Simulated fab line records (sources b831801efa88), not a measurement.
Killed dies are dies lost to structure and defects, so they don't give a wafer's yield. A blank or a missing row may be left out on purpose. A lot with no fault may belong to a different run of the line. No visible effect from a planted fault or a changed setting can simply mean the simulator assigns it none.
Comparing a struck lot with a sound one :: flow sky130 :: 28 steps out of a route of 708
Sound: the wafers L793.1, L793.2, L793.3. Struck: wafer L805.3 (L805.4, L805.5, from the same lot, were not struck and are left out); the cause is given at the end.
Order at every step that has rows: each side's tool, ch and its chambers, its first start. Under that, the readings that differ: sound wafers :: struck wafers :: difference of the means :: sigmas: that difference in standard deviations of wafers without a fault.
alike: a reading whose means differ by less than 2 such deviations, as well as words and numbers matching on both sides. not compared: withheld readings; readings where some wafer has no value; bounds like >300 that might hide an equal value; numbers whose values overlap and for which the record gives no deviation.
Wherever a step has rows on one side only, a row that says differs or no value, or a row with sigmas, the two part there. Numbers that have no deviation but don't overlap get no sigmas and don't part them. Lack of a reading on every wafer of one side parts them only where that side has two or more wafers.

SKY_VIA3_SPUTTER_20: material TiN, target thk 20 nm, time 80 s.
  sound on pvd sputter-04 at day 39 17:52; struck on pvd sputter-01 at day 43 13:01
  alike: throttle valve pct
then, 1 step without rows for these wafers: SKY_VIA3_CVD_21 (deposits W, target thk 390 nm, time 117.31 s).
SKY_VIA3_RS_MEAS_22: uses a four-point probe to measure.
  sound on film metro-04 at day 39 18:03; struck on film metro-04 at day 43 13:14
  alike: VIA3_W_RS
SKY_VIA3_THK_MEAS_23: measures by xrf.
  sound on film metro-04 at day 39 18:10; struck on film metro-04 at day 43 13:20
  alike: VIA3_W_THK
then, 1 step without rows for these wafers: SKY_VIA3_CMP_24 (polishes, stops on SiO2, t overpolish 20 s, target thk 0 nm).
SKY_METAL4_SPUTTER_00: material Ti, target thk 15 nm, time 10 s.
  sound on pvd sputter-04 at day 39 18:32; struck on pvd sputter-04 at day 43 13:40
  alike: throttle valve pct
SKY_METAL4_SPUTTER_01: material TiN, target thk 20 nm, time 16.7 s.
  sound on pvd sputter-04 at day 39 18:33; struck on pvd sputter-04 at day 43 13:41
  alike: throttle valve pct
then, 2 steps without rows for these wafers: SKY_METAL4_SPUTTER_02 (material AlCu, target thk 735 nm, time 39.1 s); SKY_METAL4_SPUTTER_03 (material Ti, target thk 5 nm, time 3.3 s).
SKY_METAL4_SPUTTER_04: material TiN, target thk 70 nm, time 58.3 s.
  sound on pvd sputter-04 at day 39 18:38; struck on pvd sputter-04 at day 43 13:47
  alike: throttle valve pct
then, 1 step without rows for these wafers: SKY_CAP2M_CVD_00 (deposits SiO2, target thk 15.5 nm).
SKY_CAP2M_THK_MEAS_01:
  sound on film metro-02 at day 39 18:43; struck on film metro-01 at day 43 13:53
  alike: CAP2M_CVD_00_THK
SKY_CAP2M_SPUTTER_02: material TiN, target thk 200 nm, time 166.7 s.
  sound on pvd sputter-03 at day 39 18:46; struck on pvd sputter-02 at day 43 13:55
reading: model.TiN_of_CAP2M_SPUTTER_02.thk nm (nm)
sound: 200.3 201.2 200.5
struck: 270.7
difference: +70.0
sigmas: 
  alike: throttle valve pct
SKY_CAP2M_RS_MEAS_03: uses a four-point probe to measure.
  sound on film metro-01 at day 39 18:53; struck on film metro-01 at day 43 14:04
reading: CAP2M_TIN_RS (ohm/sq)
sound: 6.90 6.87 6.91
struck: 5.08
difference: -1.81
sigmas: -32
SKY_CAP2M_THK_MEAS_04: measures by xrf.
  sound on film metro-01 at day 39 19:00; struck on film metro-01 at day 43 14:10
reading: CAP2M_TIN_THK (nm)
sound: 201.0 201.7 200.9
struck: 270.2
difference: +69.0
sigmas: +41
then, 7 steps without rows for these wafers: SKY_CAP2M_DEHYDRATE_05 (time 60 s); SKY_CAP2M_HMDS_06 (prime time 60 s); SKY_CAP2M_COAT_07 (resist thk 1140 nm); SKY_CAP2M_SOFTBAKE_08 (time 60 s); SKY_CAP2M_EXPOSE_09 (exposes mask CAP2M, target cd 1000 nm); SKY_CAP2M_PEB_10; SKY_CAP2M_DEVELOP_11 (develop time 60 s).
SKY_CAP2M_OVL_MEAS_12:
  sound on overlay-02 at day 40 19:07; struck on overlay-01 at day 44 12:59
  alike: CAP2M_OVL
SKY_CAP2M_METAL_ETCH_13: etches TiN in Cl2/BCl3, stops on SiO2, target depth 220 nm, time 62.9 s.
  sound on rie metal-04 ch 0,1, day 40 19:10; struck on rie metal-04 ch 0, day 44 13:04
reading: oes product au (a.u.)
sound: 0.947 0.943 0.940
struck: 0.999
difference: +0.056
sigmas: +9

reading: throttle valve pct (%)
sound: 21.904 21.912 21.906
struck: 21.863
difference: -0.044
sigmas: -4
  alike: drypump motor current A
  not compared: rf hours counter h
SKY_CAP2M_STRIP_14: strips in O2/N2.
  sound on plasma asher-03 ch 0,1, day 40 19:14; struck on plasma asher-03 ch 0, day 44 13:13
reading: oes product au (a.u.)
sound: 0.703 0.706 0.706
struck: 0.715
difference: +0.010
sigmas: +2

reading: strip time to endpoint s (s)
sound: 12.58 12.60 12.61
struck: 12.69
difference: +0.09
sigmas: +2
  alike: drypump motor current A
  not compared: rf hours counter h
SKY_CAP2M_STRIP_15: strips in post etch residue remover, time 1200 s.
  sound on wet bench-03 ch 3, day 40 19:20; struck on wet bench-04 ch 2, day 44 13:16
reading: model.TiN_of_CAP2M_SPUTTER_02.thk nm (nm)
sound: 199.8 200.8 200
struck: 270.3
difference: +70.1
sigmas: 
  alike: temp c
then, 1 step without rows for these wafers: SKY_CAP2M_CLEAN_16 (cleans in IPA, time 180 s).
-- the record jumps here: 5 days lie between the struck wafers' starts before and after (it left off in module CAP2M and takes up again in module PAD_OPEN, whose first step shown is number 708 of the route) --
SKY_PAD_OPEN_PROBE_99:
  record: rows for the struck wafers here (prober-02, day 49 03:17), none for the sound ones

## WHERE THEY PART
At SKY_CAP2M_RS_MEAS_03 first; at SKY_PAD_OPEN_PROBE_99 last (within this record only).

WHY: whatever the simulator had introduced
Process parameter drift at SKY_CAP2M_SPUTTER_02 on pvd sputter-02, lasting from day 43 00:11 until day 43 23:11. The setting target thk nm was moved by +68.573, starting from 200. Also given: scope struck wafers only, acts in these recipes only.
